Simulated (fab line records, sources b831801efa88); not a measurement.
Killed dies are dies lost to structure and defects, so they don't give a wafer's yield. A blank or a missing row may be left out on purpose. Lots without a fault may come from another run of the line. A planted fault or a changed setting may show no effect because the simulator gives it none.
A struck lot beside a sound one | flow sky130 | 43 steps out of a route of 708
Sound: wafers L239.2, L239.4, L239.6. Struck: wafers L250.3, L250.5. The cause comes at the end.
At each step with rows: each side's tool, then ch and its chambers, then its first start. Under that, the readings that differ: sound wafers | struck wafers | difference of the means | sigmas: that difference in standard deviations of wafers without a fault.
alike: readings whose means differ by less than 2 such deviations, and words and numbers that are the same on both sides. not compared: withheld readings, readings that some wafer has no value for, bounds like >300 that may hide the same value, and numbers for which the record gives no deviation and whose values overlap.
The two part at a step that has a row with sigmas, a row that says differs or no value, or rows on one side only. Numbers that don't overlap but have no deviation are shown without sigmas and don't part them. A reading that every wafer of one side lacks parts them only if that side has two wafers or more.

SKY_VIA2_STRIP_16: strips in O2/N2.
  sound on plasma_asher-02 ch 0,1, day 37 05:37; struck on plasma_asher-03 ch 1, day 40 16:22
  alike: drypump_motor_current_A, oes_product_au, strip_time_to_endpoint_s
  not compared: rf_hours_counter_h
then, 5 steps without rows for these wafers: SKY_VIA2_STRIP_17 (strips in post etch residue remover, time 1200 s); SKY_VIA2_CLEAN_18 (cleans in IPA, time 180 s); SKY_VIA2_CLEAN_19 (cleans in O3/DIW); SKY_VIA2_SPUTTER_20 (material TiN, target thk 20 nm, time 80 s); SKY_VIA2_CVD_21 (deposits W, target thk 420 nm, time 126.4 s).
SKY_VIA2_RS_MEAS_22: measures by four-point-probe.
  sound on film_metro-01, day 37 06:26; struck on film_metro-04, day 40 17:09
  alike: VIA2_W_RS
SKY_VIA2_THK_MEAS_23: measures by xrf.
  sound on film_metro-01, day 37 06:32; struck on film_metro-04, day 40 17:15
  alike: VIA2_W_THK
SKY_VIA2_CMP_24: polishes, stops on SiO2, t overpolish 20 s, target thk 0 nm.
  sound on cmp-02 ch 0,1,3, day 37 06:41; struck on cmp-02 ch 2,3, day 40 17:20
  alike: edge_zone_pressure_frac, motor_current_A, overpolish_run_s, time_to_endpoint_s
SKY_METAL3_SPUTTER_00: material Ti, target thk 15 nm, time 10 s.
  sound on pvd_sputter-04, day 37 06:53; struck on pvd_sputter-01, day 40 17:35
  reading                | sound          | struck    | difference | sigmas
  throttle_valve_pct (%) | 28.9 29.4 29.6 | 30.5 31.1 | +1.5       | +2
  alike: cathode_dc_power_W
then, 2 steps without rows for these wafers: SKY_METAL3_SPUTTER_01 (material TiN, target thk 20 nm, time 16.7 s); SKY_METAL3_SPUTTER_02 (material AlCu, target thk 735 nm, time 39.1 s).
SKY_METAL3_SPUTTER_03: material Ti, target thk 5 nm, time 3.3 s.
  sound on pvd_sputter-04, day 37 06:59; struck on pvd_sputter-01, day 40 17:41
  reading                                   | sound             | struck     | difference | sigmas
  throttle_valve_pct (%)                    | 28.8 29.5 29.2    | 30.4 30.9  | +1.5       | +2
  model.Ti_of_METAL3_SPUTTER_03.thk_nm (nm) | 4.973 4.918 4.858 | 6.146 6.11 | +1.212     |
  alike: cathode_dc_power_W
then, 1 step without rows for these wafers: SKY_METAL3_SPUTTER_04 (material TiN, target thk 70 nm, time 58.3 s).
SKY_CAPM_CVD_00: deposits SiO2, target thk 15.5 nm.
  sound on pecvd-03 ch 0,1,2, day 37 07:02; struck on pecvd-04 ch 1, day 40 17:46
  alike: heater_power_w
SKY_CAPM_THK_MEAS_01:
  sound on film_metro-03, day 37 07:05; struck on film_metro-04, day 40 17:48
  alike: CAPM_CVD_00_THK
then, 1 step without rows for these wafers: SKY_CAPM_SPUTTER_02 (material TiN, target thk 200 nm, time 166.7 s).
SKY_CAPM_RS_MEAS_03: measures by four-point-probe.
  sound on film_metro-04, day 37 07:16; struck on film_metro-04, day 40 17:59
  alike: CAPM_TIN_RS
SKY_CAPM_THK_MEAS_04: measures by xrf.
  sound on film_metro-04, day 37 07:22; struck on film_metro-04, day 40 18:05
  alike: CAPM_TIN_THK
then, 7 steps without rows for these wafers: SKY_CAPM_DEHYDRATE_05 (time 60 s); SKY_CAPM_HMDS_06 (prime time 60 s); SKY_CAPM_COAT_07 (resist thk 1140 nm); SKY_CAPM_SOFTBAKE_08 (time 60 s); SKY_CAPM_EXPOSE_09 (exposes mask CAPM, target cd 1000 nm); SKY_CAPM_PEB_10; SKY_CAPM_DEVELOP_11 (develop time 60 s).
SKY_CAPM_OVL_MEAS_12:
  sound on overlay-01, day 38 09:55; struck on overlay-02, day 41 18:08
  alike: CAPM_OVL
then, 1 step without rows for these wafers: SKY_CAPM_METAL_ETCH_13 (etches TiN in Cl2/BCl3, stops on SiO2, target depth 220 nm, time 62.9 s).
SKY_CAPM_STRIP_14: strips in O2/N2.
  sound on plasma_asher-03 ch 1, day 38 10:02; struck on plasma_asher-01 ch 0,1, day 41 18:16
  alike: drypump_motor_current_A, oes_product_au, strip_time_to_endpoint_s
  not compared: rf_hours_counter_h
then, 11 steps without rows for these wafers: SKY_CAPM_STRIP_15 (strips in post etch residue remover, time 1200 s); SKY_CAPM_CLEAN_16 (cleans in IPA, time 180 s); SKY_CAPM_CLEAN_17 (cleans in O3/DIW); SKY_METAL3_DEHYDRATE_05 (time 60 s); SKY_METAL3_HMDS_06 (prime time 60 s); SKY_METAL3_COAT_07 (resist thk 60 nm); SKY_METAL3_COAT_08 (resist thk 1140 nm); SKY_METAL3_SOFTBAKE_09 (time 90 s); SKY_METAL3_EXPOSE_10 (exposes mask MM3, target cd 300 nm); SKY_METAL3_PEB_11; SKY_METAL3_DEVELOP_12 (develop time 60 s).
SKY_METAL3_CD_MEAS_13: target cd 300 nm.
  sound on cd_sem-01, day 39 12:35; struck on cd_sem-02, day 42 18:06
  alike: cd_nm
SKY_METAL3_OVL_MEAS_14:
  sound on overlay-02, day 39 12:41; struck on overlay-02, day 42 18:11
  alike: METAL3_OVL
-- the record jumps here: 7 days lie between the struck wafers' starts before and after (it left off in module METAL3 and takes up again in module PAD_OPEN, whose first step shown is number 708 of the route) --
SKY_PAD_OPEN_PROBE_99:
  sound on prober-01, day 46 15:18; struck on prober-02, day 49 09:35
  reading | sound | struck                                            | difference                   | sigmas
  hold    | - - - | await_dispo/3.2h/release await_dispo/3.2h/release | no value on the sound wafers |
  alike: defect_limited_yield, killed_at_M0_to_M3, killed_at_M4_up, killed_at_contacts, killed_at_front_end, killed_at_other, killed_dies, killed_open, killed_short, sort_bin_3_pad_short, sort_bin_5_function, sort_bin_6_memory, sort_n_pass, sort_yield_pct

WHERE THEY PART
First at SKY_METAL3_SPUTTER_00; last, within this record, at SKY_PAD_OPEN_PROBE_99.

WHY: what the simulator had put in
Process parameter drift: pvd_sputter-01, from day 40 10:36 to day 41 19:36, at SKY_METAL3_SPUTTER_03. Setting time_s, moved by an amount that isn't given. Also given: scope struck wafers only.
